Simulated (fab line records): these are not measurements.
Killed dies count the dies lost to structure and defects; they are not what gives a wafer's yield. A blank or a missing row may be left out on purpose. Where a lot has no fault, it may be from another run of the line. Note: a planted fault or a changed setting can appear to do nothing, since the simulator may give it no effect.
Chamber matching -- flow sfqLine -- SFQ_TRILAYER_A5C_DEP_PECVD_142 on pecvd-04: 3 sister chambers
The step deposits SiO2 from SiH4/N2O, time 15.556 s, target thk 70 nm. 14 wafers are shown with their chamber, then 7 later ones without.

== WAFERS PAIRED WITH THEIR CHAMBERS ==
wafer,chamber,throttleValvePct (%),heaterPowerW (W)
L928.2,1,23.3,68
L928.3,2,25.1,92
L928.6,1,22.9,72
L932.1,1,23.1,81
L932.4,2,25.1,98
L932.5,0,25.8,89
L933.3,0,25.8,77
L933.5,0,25.6,76
L933.6,1,23.4,75
L934.2,1,23.4,78
L934.3,2,25.1,92
L934.4,1,23.5,80
L939.2,1,23.4,77
L939.4,0,25.7,90

SIGNATURES, as means of the wafers listed above
reading,chamber 0,chamber 1,chamber 2,scatter within a chamber
throttleValvePct,25.725,23.286,25.100,0.164
heaterPowerW,83.00,75.86,94.00,5.4
Rule: a wafer lies at a distance from a chamber equal to the root of the sum of squares, over the readings, of (its reading less the chamber's mean, divided by the reading's scatter). The wafer belongs to the nearest chamber; if the next one is less than 2 further off, it can't be placed. The scatter: the root of (the sum of the squares of (reading less its chamber's mean) over the shown wafers, divided by (wafers less chambers)).

== WAFERS WITHOUT THEIR CHAMBER ==
wafer,throttleValvePct (%),heaterPowerW (W)
L939.6,25.9,92
L948.3,23.6,64
L948.4,23.5,65
L948.6,25.8,84
L949.3,26.2,89
L949.4,25.4,97
L949.6,23.5,73

== WHICH CHAMBER EACH WENT THROUGH ==
wafer,from the rows above,in truth
L939.6,0,0
L948.3,1,1
L948.4,1,1
L948.6,0,0
L949.3,0,0
L949.4,can't be placed: 2 or 0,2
L949.6,1,1
6 of 7 placed correctly. Not placeable from these rows: 1 (in 1, the candidates include the true chamber). Number placed wrongly: 0.
